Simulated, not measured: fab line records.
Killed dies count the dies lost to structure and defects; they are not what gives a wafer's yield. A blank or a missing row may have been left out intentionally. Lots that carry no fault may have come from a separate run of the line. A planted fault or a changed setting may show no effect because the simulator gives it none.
Problem report, 8D (eight disciplines) form, completed by code	flow gf180mcu	the parts of the form that need people (team, actions taken, sign-off) are left out

## 1. PROBLEM STATEMENT
Mean of chamber-pressure-pa at GF_M1_SPUTTER_04: 0.3277 Pa across 6 wafers in 2 lots; on wafers with no fault it is 0.4001 Pa (standard deviation 0.00086). Relative to the usual mean, that is a shift of -84 standard deviations.
The step: material TiN, target thk 50 nm, time 41.7 s.
Earliest sighting: wafer L228.1 on pvd-sputter-02 at day 19 20:49. The record has a number at this step for 18 wafers belonging to 6 lots. Rule for "out" (also "out of limits"): further than 4 standard deviations from the usual mean. The rest of the wafers with a number are treated as sound.

## 2. WHAT IT IS, AND WHAT IT ISN'T
question	is	is not
which readings at this step	chamber-pressure-pa	-
which lots	L228, L229	L220, L232, L237, L238
which wafers of those lots	all that have a number	-
read on which tools	pvd-sputter-02	pvd-sputter-03
when	from day 19 20:49	up to then (3 sound wafers); but 9 sound wafers of L232, L237, L238 came after

## 3. WHAT RULES OUT EACH SUSPECT
Counting: any tool at a process step up to the reading is kept as a suspect provided that every lot that is out went through it and no sound lot did after the first of them.
- pvd-sputter-02 at GF_M1_SPUTTER_01 (material TiN, target thk 30 nm, time 25 s): kept. It ran every lot that is out, first L228 (day 19 20:43), and no sound lot after that; its last sound lot up to then is L220 (day 16 13:16).
- pvd-sputter-02 at GF_M1_SPUTTER_03 (material Ti, target thk 10 nm, time 6.7 s): kept. It ran every lot that is out, first L228 (day 19 20:47), and no sound lot after that; its last sound lot up to then is L220 (day 16 13:20).
- pvd-sputter-02 at GF_M1_SPUTTER_04 (material TiN, target thk 50 nm, time 41.7 s): kept. It ran every lot that is out, first L228 (day 19 20:49), and no sound lot after that; its last sound lot up to then is L220 (day 16 13:22). Out on those wafers are its own readings of chamber-pressure-pa.
Still standing after the count: pvd-sputter-02 at GF_M1_SPUTTER_01, pvd-sputter-02 at GF_M1_SPUTTER_03, pvd-sputter-02 at GF_M1_SPUTTER_04.

## 4. THE CAUSE (what the simulator had put in)
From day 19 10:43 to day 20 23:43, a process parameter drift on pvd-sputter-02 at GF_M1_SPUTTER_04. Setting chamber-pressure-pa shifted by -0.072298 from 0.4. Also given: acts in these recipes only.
3 suspects survive the count, and this tool is in that group.

## 5. THE CHAIN OF EFFECTS, in route order
One row per reading whose mean, taken over the struck wafers that have a number, lies over 3 standard deviations from the usual. Readings are gone through only where the record gives a usual standard deviation; hours: the median, over the lots, of the time from a lot's start at the first step in this table giving one to that lot's start at this step; sigmas: the change measured in usual standard deviations.
hours	step	reading	usual	on struck wafers	change	sigmas
0	GF_M1_SPUTTER_04	chamber-pressure-pa	0.4001 Pa	0.3277	-0.0724	-84
0	GF_M1_SPUTTER_04	throttle-valve-pct	30.0 %	33.9	+3.9	+4.0
The process steps in it:
- GF_M1_SPUTTER_04: material TiN, target thk 50 nm, time 41.7 s.
At these later measuring or inspecting steps, every struck wafer for which the step has a row has a number for every such reading, and none has moved that far: GF_M1_RS_MEAS_05, GF_M1_THK_MEAS_06, GF_M1_CD_MEAS_14, GF_M1_OVL_MEAS_15, GF_V1_THK_MEAS_01, GF_V1_THK_MEAS_03, GF_V1_BOW_MEAS_05.

## 6. HOW IT WOULD HAVE BEEN CAUGHT EARLIER
The fault began at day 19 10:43; the first out-of-limits reading in this record came at day 19 20:49, 10 hours later.
